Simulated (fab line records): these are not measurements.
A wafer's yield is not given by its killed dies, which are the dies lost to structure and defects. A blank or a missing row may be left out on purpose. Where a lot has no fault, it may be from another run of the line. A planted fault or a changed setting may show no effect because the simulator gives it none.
2 desks looking at one fault / flow gf180mcu / every desk sees just its own numbers, and what lay behind them comes last

AT THE METROLOGY DESK
What the gauges read for every lot (on any tool): the sampled wafers with a number, averaged. If a lot's mean is further than 4 standard deviations from the usual mean, the lot is out of limits and carries the mark OUT (the distance appears in the brackets).
Columns: A = STI_OXIDATION_THK at GF_STI_THK_MEAS_02, usual 9.98 nm; B = STI_CVD_03_THK at GF_STI_THK_MEAS_04, usual 206.8 nm; C = cd nm at GF_STI_CD_MEAS_12, usual 220.0 nm
lot=L502; first seen here=day 1 17:53; A=10.23; B=206.4; C=217.8
lot=L504; first seen here=day 2 02:44; A=9.92; B=201.8; C=220.7
lot=L508; first seen here=day 2 23:06; A=10.32; B=205.8; C=217.7
lot=L521; first seen here=day 5 15:48; A=10.13; B=206.4; C=221.7
lot=L522; first seen here=day 5 20:56; A=9.78; B=207.1; C=220.0
lot=L524; first seen here=day 6 06:54; A=9.76; B=206.7; C=220.3
This desk found nothing out of limits on any of the 6 lots.

DESK OF THE TOOL OWNER: rie si-02
The tool's own readings at GF_STI_ETCH_14 (etches Si in HBr/Cl2/O2, target depth 360 nm, time 102.9 s): means of the sampled wafers that have a number, for each lot that ran on this tool. If a lot's mean is further than 4 standard deviations from the usual mean, the lot is out of limits and carries the mark OUT (the distance appears in the brackets).
Columns: A = bias w at GF_STI_ETCH_14, usual 150.0 W; B = drypump motor current A at GF_STI_ETCH_14, usual 5.3 A; C = mfc cl2 sccm at GF_STI_ETCH_14, usual 40.02 sccm; D = oes product au at GF_STI_ETCH_14, usual 0.996 a.u.; E = run length s at GF_STI_ETCH_14, usual 131.0 s; F = throttle valve pct at GF_STI_ETCH_14, usual 25.660 %
lot=L502; first seen here=day 2 07:28; A=150.7; B=5.3; C=40.08; D=0.996; E=131.0; F=25.670
lot=L504; first seen here=day 2 17:29; A=150.0; B=5.2; C=40.07; D=0.990; E=132.3 (+4.3) OUT; F=25.663
lot=L508; first seen here=day 3 14:29; A=150.3; B=5.0; C=39.96; D=0.991; E=135.3 (+14) OUT; F=25.664
lot=L522; first seen here=day 6 14:19; A=149.4; B=5.1; C=40.07; D=1.001; E=131.0; F=25.660
lot=L524; first seen here=day 6 23:52; A=150.2; B=5.4; C=40.05; D=0.994; E=130.7; F=25.668
This desk finds L504, L508 out of limits, L504 being first, at day 2 17:29 (run length s at GF_STI_ETCH_14). L502, L522, L524: within limits.

TAKEN TOGETHER
The tool owner's desk could have raised an alarm at day 2 17:29, on L504, L508.
From the metrology desk's view, nothing was out of limits.
The metrology desk holds a record of L504, L508, inside its limits.
Every lot named ran GF_STI_ETCH_14 on rie si-02.

WHAT THE SIMULATOR PUT IN
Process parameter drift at GF_STI_ETCH_14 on rie si-02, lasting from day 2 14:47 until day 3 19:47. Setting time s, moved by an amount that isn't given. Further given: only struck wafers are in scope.
Lots struck among those shown: L504, L508.
Delay in hours, fault start to first out-of-limits reading, by desk: the tool owner's desk at 3.
